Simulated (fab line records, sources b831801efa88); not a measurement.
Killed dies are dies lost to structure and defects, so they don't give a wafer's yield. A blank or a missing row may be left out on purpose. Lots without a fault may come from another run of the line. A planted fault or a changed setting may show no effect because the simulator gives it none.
Problem report in the 8D (eight disciplines) form, filled by code | flow sky130 | the parts of the form that need people (team, actions taken, sign-off) are left out

1. THE PROBLEM
chamber_pressure_mTorr at SKY_VIA3_ETCH_14 reads a mean of 24.002 mTorr on 6 wafers of 2 lots; wafers without a fault read 30.002 mTorr with a standard deviation of 0.027. That is -99 or more standard deviations from the usual mean.
The step: etches BARC in N2/H2, stops on SiO2, time 45.9 s, target depth 60 nm.
First seen on wafer L100.1, day 45 05:47, on rie_diel-01. The record holds 36 wafers of 12 lots with a number at this step. Rule for "out", or "out of limits": more than 4 standard deviations from the usual mean. The other wafers with a number count as sound.

2. WHAT IT IS AND WHAT IT IS NOT
question                    | is                     | is not
which readings at this step | chamber_pressure_mTorr | drypump_motor_current_A, oes_product_au, throttle_valve_pct
which lots                  | L100, L101             | L102, L980, L984, L985, L986, L987, L990, L991, L994, L998
which wafers of those lots  | all that have a number | -
read on which tools         | rie_diel-01            | rie_diel-02, rie_diel-04
when                        | from day 45 05:47      | up to then (27 sound wafers); but 3 sound wafers of L102 came after

3. SUSPECTS, AND WHAT RULES EACH OUT
Counting: a tool at a process step up to the reading stays a suspect if it ran every lot that is out and no sound lot after the first of them.
- rie_diel-01 at SKY_VIA3_ETCH_14 (etches BARC in N2/H2, stops on SiO2, time 45.9 s, target depth 60 nm): kept. It ran every lot that is out, first L100 (day 45 05:47), and no sound lot after that; its last sound lot up to then is L998 (day 45 00:02). Its own readings are out on those wafers: chamber_pressure_mTorr.
Left after counting: rie_diel-01 at SKY_VIA3_ETCH_14.

4. THE CAUSE (what the simulator had put in)
Process parameter drift: rie_diel-01, from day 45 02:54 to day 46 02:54, at SKY_VIA3_ETCH_14. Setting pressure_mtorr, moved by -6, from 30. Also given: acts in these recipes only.
Counting left only this tool.

5. THE CHAIN OF EFFECTS, in route order
Each row: a reading whose mean over the struck wafers that have a number lies more than 3 standard deviations from the usual. Only readings for which the record gives a usual standard deviation are gone through. hours: the time from each lot's start at the first step in this table that gives one to its start at this step, as a median over the lots. sigmas: the change in usual standard deviations.
hours | step             | reading                | usual        | on struck wafers | change | sigmas
0     | SKY_VIA3_ETCH_14 | chamber_pressure_mTorr | 30.002 mTorr | 24.002           | -6.000 | -99 or more
The process steps in it:
- SKY_VIA3_ETCH_14: etches BARC in N2/H2, stops on SiO2, time 45.9 s, target depth 60 nm.
Later measuring or inspecting steps at which every struck wafer that the step has a row for has a number for every such reading, and none has moved that far: SKY_VIA3_THK_MEAS_23.

6. WHAT WOULD HAVE CAUGHT IT SOONER
In this record the first reading out of limits was taken at day 45 05:47, 3 hours after the fault began at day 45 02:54.
